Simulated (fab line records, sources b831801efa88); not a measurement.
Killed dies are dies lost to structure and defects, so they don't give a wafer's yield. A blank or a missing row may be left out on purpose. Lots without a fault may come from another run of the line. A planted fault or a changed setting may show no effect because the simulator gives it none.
Problem report in the 8D (eight disciplines) form, filled by code | flow sfq_line | the parts of the form that need people (team, actions taken, sign-off) are left out

1. THE PROBLEM
rf_fwd_power_W at SFQ_TRILAYER_I6_VIA_ETCH_VIA_ETCH_172 reads a mean of 418.2 W on 9 wafers of 3 lots; wafers without a fault read 498.0 W with a standard deviation of 1.5. That is -53 standard deviations from the usual mean.
The step: etches SiO2 in CHF3, stops on Nb, target depth 260 nm.
First seen on wafer L170.4, day 69 01:15, on rie_diel-04. The record holds 45 wafers of 15 lots with a number at this step. Rule for "out", or "out of limits": more than 4 standard deviations from the usual mean. The other wafers with a number count as sound.

2. WHAT IT IS AND WHAT IT IS NOT
question                    | is                     | is not
which readings at this step | rf_fwd_power_W         | drypump_motor_current_A
which lots                  | L170, L172, L174       | L161, L162, L163, L164, L165, L166, L169, L173, L176, L181, L182, L184
which wafers of those lots  | all that have a number | -
read on which tools         | rie_diel-04            | rie_diel-01, rie_diel-03
when                        | from day 69 01:15      | up to then (21 sound wafers); but 15 sound wafers of L173, L176, L181, L182, L184 came after

3. SUSPECTS, AND WHAT RULES EACH OUT
Counting: a tool at a process step up to the reading stays a suspect if it ran every lot that is out and no sound lot after the first of them.
- rie_diel-04 at SFQ_TRILAYER_I6_VIA_ETCH_VIA_ETCH_172 (etches SiO2 in CHF3, stops on Nb, target depth 260 nm): kept. It ran every lot that is out, first L170 (day 69 01:15), and no sound lot after that; its last sound lot up to then is L164 (day 66 06:24). Its own readings are out on those wafers: rf_fwd_power_W.
Left after counting: rie_diel-04 at SFQ_TRILAYER_I6_VIA_ETCH_VIA_ETCH_172.

4. THE CAUSE (what the simulator had put in)
Process parameter drift: rie_diel-04, from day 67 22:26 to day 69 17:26, at SFQ_TRILAYER_I6_VIA_ETCH_VIA_ETCH_172. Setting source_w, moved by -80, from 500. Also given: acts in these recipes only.
Counting left only this tool.

5. THE CHAIN OF EFFECTS, in route order
Each row: a reading whose mean over the struck wafers that have a number lies more than 3 standard deviations from the usual. Only readings for which the record gives a usual standard deviation are gone through. hours: the time from each lot's start at the first step in this table that gives one to its start at this step, as a median over the lots. sigmas: the change in usual standard deviations.
hours | step                                  | reading        | usual   | on struck wafers | change | sigmas
0     | SFQ_TRILAYER_I6_VIA_ETCH_VIA_ETCH_172 | rf_fwd_power_W | 498.0 W | 418.2            | -79.8  | -53
The process steps in it:
- SFQ_TRILAYER_I6_VIA_ETCH_VIA_ETCH_172: etches SiO2 in CHF3, stops on Nb, target depth 260 nm.

6. WHAT WOULD HAVE CAUGHT IT SOONER
In this record the first reading out of limits was taken at day 69 01:15, 27 hours after the fault began at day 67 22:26.
